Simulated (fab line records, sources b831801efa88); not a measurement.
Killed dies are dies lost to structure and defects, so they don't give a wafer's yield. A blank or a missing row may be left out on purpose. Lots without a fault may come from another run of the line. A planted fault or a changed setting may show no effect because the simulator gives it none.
Which tool did it? | flow sky130 | 11 lots, 33 wafers sampled, at 5 steps of a route of 708

WHAT THE GAUGES READ, wafer by wafer
SKY_VIA1_OVL_MEAS_13. Usual: VIA1_OVL -3 nm, standard deviation 6.1.
lot  | measured     | on         | VIA1_OVL (nm) | flag
L721 | day 34 01:59 | overlay-01 | -17 -18 -16   |
L723 | day 35 02:59 | overlay-02 | -13 -14 -6    |
L724 | day 35 06:33 | overlay-02 | 3 4 1         |
L727 | day 36 02:23 | overlay-01 | 4 2 2         |
L729 | day 37 02:05 | overlay-02 | -12 -11 -9    |
L730 | day 37 02:26 | overlay-01 | -9 -12 -9     |
L732 | day 37 19:17 | overlay-01 | -4 -6 -4      |
L739 | day 39 16:50 | overlay-02 | 2 -6 0        |
L741 | day 40 04:02 | overlay-01 | 1 -7 -4       |
L743 | day 40 16:03 | overlay-01 | 5 -8 0        |
L744 | day 41 01:54 | overlay-01 | -2 -6 -9      |

SKY_VIA1_RS_MEAS_22: measures by four-point-probe. Usual: VIA1_W_RS 0.428 ohm/sq, standard deviation 0.0045.
lot  | measured     | on            | VIA1_W_RS (ohm/sq) | flag
L721 | day 34 02:51 | film_metro-02 | 0.424 0.425 0.426  |
L723 | day 35 03:59 | film_metro-01 | 0.431 0.426 0.433  |
L724 | day 35 07:28 | film_metro-01 | 0.422 0.424 0.423  |
L727 | day 36 03:16 | film_metro-01 | 0.425 0.426 0.428  |
L729 | day 37 02:59 | film_metro-04 | 0.431 0.429 0.422  |
L730 | day 37 03:20 | film_metro-02 | 0.428 0.430 0.429  |
L732 | day 37 20:12 | film_metro-01 | 0.427 0.433 0.429  |
L739 | day 39 17:44 | film_metro-02 | 0.432 0.435 0.431  |
L741 | day 40 04:55 | film_metro-02 | 0.417 0.610 0.421  | OFF
L743 | day 40 16:57 | film_metro-02 | 0.435 0.433 0.434  |
L744 | day 41 02:48 | film_metro-04 | 0.429 0.429 0.437  |

SKY_VIA1_THK_MEAS_23: measures by xrf. Usual: VIA1_W_THK 282 nm, standard deviation 3.2.
lot  | measured     | on            | VIA1_W_THK (nm) | flag
L721 | day 34 02:58 | film_metro-02 | 283 282 282     |
L723 | day 35 04:06 | film_metro-01 | 280 286 279     |
L724 | day 35 07:33 | film_metro-01 | 286 285 284     |
L727 | day 36 03:23 | film_metro-01 | 284 283 282     |
L729 | day 37 03:05 | film_metro-04 | 279 281 287     |
L730 | day 37 03:28 | film_metro-02 | 282 282 283     |
L732 | day 37 20:19 | film_metro-01 | 280 276 278     |
L739 | day 39 17:52 | film_metro-02 | 279 275 277     |
L741 | day 40 05:02 | film_metro-02 | 288 197 285     | OFF
L743 | day 40 17:03 | film_metro-02 | 276 277 276     |
L744 | day 41 02:54 | film_metro-04 | 284 283 277     |

WHICH TOOL RAN EACH LOT (tool, then ch and the chambers of the sampled wafers, then the start)
lot  | SKY_METAL1_STRIP_20                  | SKY_VIA1_CVD_21
L721 | plasma_asher-02 ch 0,1, day 32 21:57 | cvd_w-02 ch 0,1, day 34 02:46
L723 | plasma_asher-02 ch 0,1, day 33 23:36 | cvd_w-02 ch 0, day 35 03:48
L724 | plasma_asher-03 ch 0,1, day 34 02:56 | cvd_w-01 ch 0,1, day 35 07:20
L727 | plasma_asher-04 ch 0,1, day 34 23:06 | cvd_w-01 ch 0,1, day 36 03:10
L729 | plasma_asher-03 ch 0,1, day 35 22:57 | cvd_w-01 ch 0,1, day 37 02:52
L730 | plasma_asher-03 ch 0,1, day 35 23:55 | cvd_w-02 ch 0,1, day 37 03:15
L732 | plasma_asher-04 ch 0,1, day 36 16:43 | cvd_w-02 ch 0, day 37 20:07
L739 | plasma_asher-04 ch 0,1, day 38 14:33 | cvd_w-01 ch 0,1, day 39 17:39
L741 | plasma_asher-04 ch 0,1, day 39 01:40 | cvd_w-02 ch 0,1, day 40 04:49
L743 | plasma_asher-04 ch 0,1, day 39 13:08 | cvd_w-01 ch 0,1, day 40 16:51
L744 | plasma_asher-03 ch 0,1, day 39 22:44 | cvd_w-01 ch 0,1, day 41 02:41
- SKY_METAL1_STRIP_20: strips in O2/N2.
- SKY_VIA1_CVD_21: deposits W, target thk 270 nm, time 80.902 s.

WHAT THE TOOLS THEMSELVES READ (means of the sampled wafers that have a number; where no wafer has one, the mark that the record gives instead)
SKY_METAL1_STRIP_20. Usual: drypump_motor_current_A 5.5 A, standard deviation 0.34; oes_product_au 0.343 a.u., standard deviation 0.0048; strip_time_to_endpoint_s 2.70 s, standard deviation 0.05.
lot  | tool            | drypump_motor_current_A (A) | oes_product_au (a.u.) | strip_time_to_endpoint_s (s) | flag
L721 | plasma_asher-02 | 5.6                         | 0.339                 | 2.68                         |
L723 | plasma_asher-02 | 5.8                         | 0.343                 | 2.67                         |
L724 | plasma_asher-03 | 5.3                         | 0.341                 | 2.66                         |
L727 | plasma_asher-04 | 5.2                         | 0.343                 | 2.68                         |
L729 | plasma_asher-03 | 5.3                         | 0.344                 | 2.69                         |
L730 | plasma_asher-03 | 5.3                         | 0.342                 | 2.75                         |
L732 | plasma_asher-04 | 5.4                         | 0.346                 | 2.73                         |
L739 | plasma_asher-04 | 5.4                         | 0.339                 | 2.68                         |
L741 | plasma_asher-04 | 5.5                         | 0.345                 | 2.68                         |
L743 | plasma_asher-04 | 5.4                         | 0.344                 | 2.67                         |
L744 | plasma_asher-03 | 5.4                         | 0.346                 | 2.76                         |

SKY_VIA1_CVD_21. Usual: heater_power_w 891 W, standard deviation 52.
lot  | tool     | heater_power_w (W) | flag
L721 | cvd_w-02 | 957                |
L723 | cvd_w-02 | 892                |
L724 | cvd_w-01 | 875                |
L727 | cvd_w-01 | 868                |
L729 | cvd_w-01 | 866                |
L730 | cvd_w-02 | 920                |
L732 | cvd_w-02 | 898                |
L739 | cvd_w-01 | 849                |
L741 | cvd_w-02 | 951                |
L743 | cvd_w-01 | 840                |
L744 | cvd_w-01 | 838                |

THE ANSWER, worked out from the rows above alone
Rule: a lot is off if the mean of its wafers that have a number lies more than 3 standard deviations from the usual mean. A lot without any number at a reading at which 4 lots or more have one is off too. The other lots that the step has rows for count as sound. The gauges are gone through in route order, then the tools' own readings, and for those a lot's mean is taken as printed above. The first step at which some lot is off is used, and at that step the reading that is off furthest; a lot without a number counts as furthest.
Off: L741, at SKY_VIA1_RS_MEAS_22 (VIA1_W_RS).
A tool fits if, at a process step before that reading, it ran every lot that is off, and no sound lot after the first of them. The gauges at SKY_VIA1_RS_MEAS_22 are tried like those tools. One fits: cvd_w-02 at SKY_VIA1_CVD_21. Its last sound lot is L732 (day 37 20:07), its first lot that is off L741 (day 40 04:49): a fault that began between those two fits.

WHAT THE SIMULATOR HAD PUT IN
Process parameter drift: cvd_w-02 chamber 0, from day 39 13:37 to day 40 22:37, at SKY_VIA1_CVD_21. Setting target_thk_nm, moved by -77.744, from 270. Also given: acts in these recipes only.
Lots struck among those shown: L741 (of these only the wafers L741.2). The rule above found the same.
